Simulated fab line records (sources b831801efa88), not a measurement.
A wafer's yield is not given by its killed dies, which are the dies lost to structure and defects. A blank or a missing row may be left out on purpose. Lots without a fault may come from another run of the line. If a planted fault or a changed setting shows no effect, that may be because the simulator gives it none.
Which of the tools did it?    flow sky130    21 wafers from 7 lots sampled at 2 of the route's 708 steps

WHAT EACH GAUGE READ, for each wafer
SKY_SD_P_CD_MEAS_07: the cd target is 380 nm.
lot   measured      on         cd nm (nm)
L284  day 26 05:12  cd sem-02  384 381 386
L294  day 30 08:45  cd sem-02  378 379 380
L296  day 30 18:41  cd sem-02  381 380 381
L298  day 31 09:56  cd sem-01  381 380 384
L300  day 32 01:19  cd sem-02  379 380 381
L303  day 32 21:35  cd sem-01  376 374 374
L306  day 33 23:47  cd sem-02  386 385 384

WHICH TOOL RAN EACH LOT (tool, then ch and the chambers of the sampled wafers, then the start)
lot   SKY_FIELD_ISO_WET_ETCH_28
L284  wet bench-04 ch 2, day 2 17:22
L294  wet bench-03 ch 3, day 4 20:52
L296  wet bench-04 ch 1, day 5 10:46
L298  wet bench-04 ch 2, day 5 21:41
L300  wet bench-01 ch 2, day 6 08:07
L303  wet bench-03 ch 1, day 6 22:25
L306  wet bench-04 ch 2, day 7 13:55
- SKY_FIELD_ISO_WET_ETCH_28: etches SiO2 in dHF, target depth 23.7 nm, time 47 s.

THE ANSWER, worked out from the rows above alone
Rule: what is usual is taken from the lots themselves. The widest of any qualifying gaps counts: lots, ordered by their means at a reading, are off when they make up no more than a third of the lots, leave a main group of 4 or more, and stand apart from it by 3 or more times the standard deviation of that group's means. The tables above print the reading to a certain number of digits; a main group whose means all agree to those digits is not used. A lot without any number at a reading at which 4 lots or more have one is off too. Where the step has rows for the other lots, those lots are counted as sound.
Across all readings shown, no lot is off: no conclusion can be drawn from this.

WHAT THE SIMULATOR PUT IN
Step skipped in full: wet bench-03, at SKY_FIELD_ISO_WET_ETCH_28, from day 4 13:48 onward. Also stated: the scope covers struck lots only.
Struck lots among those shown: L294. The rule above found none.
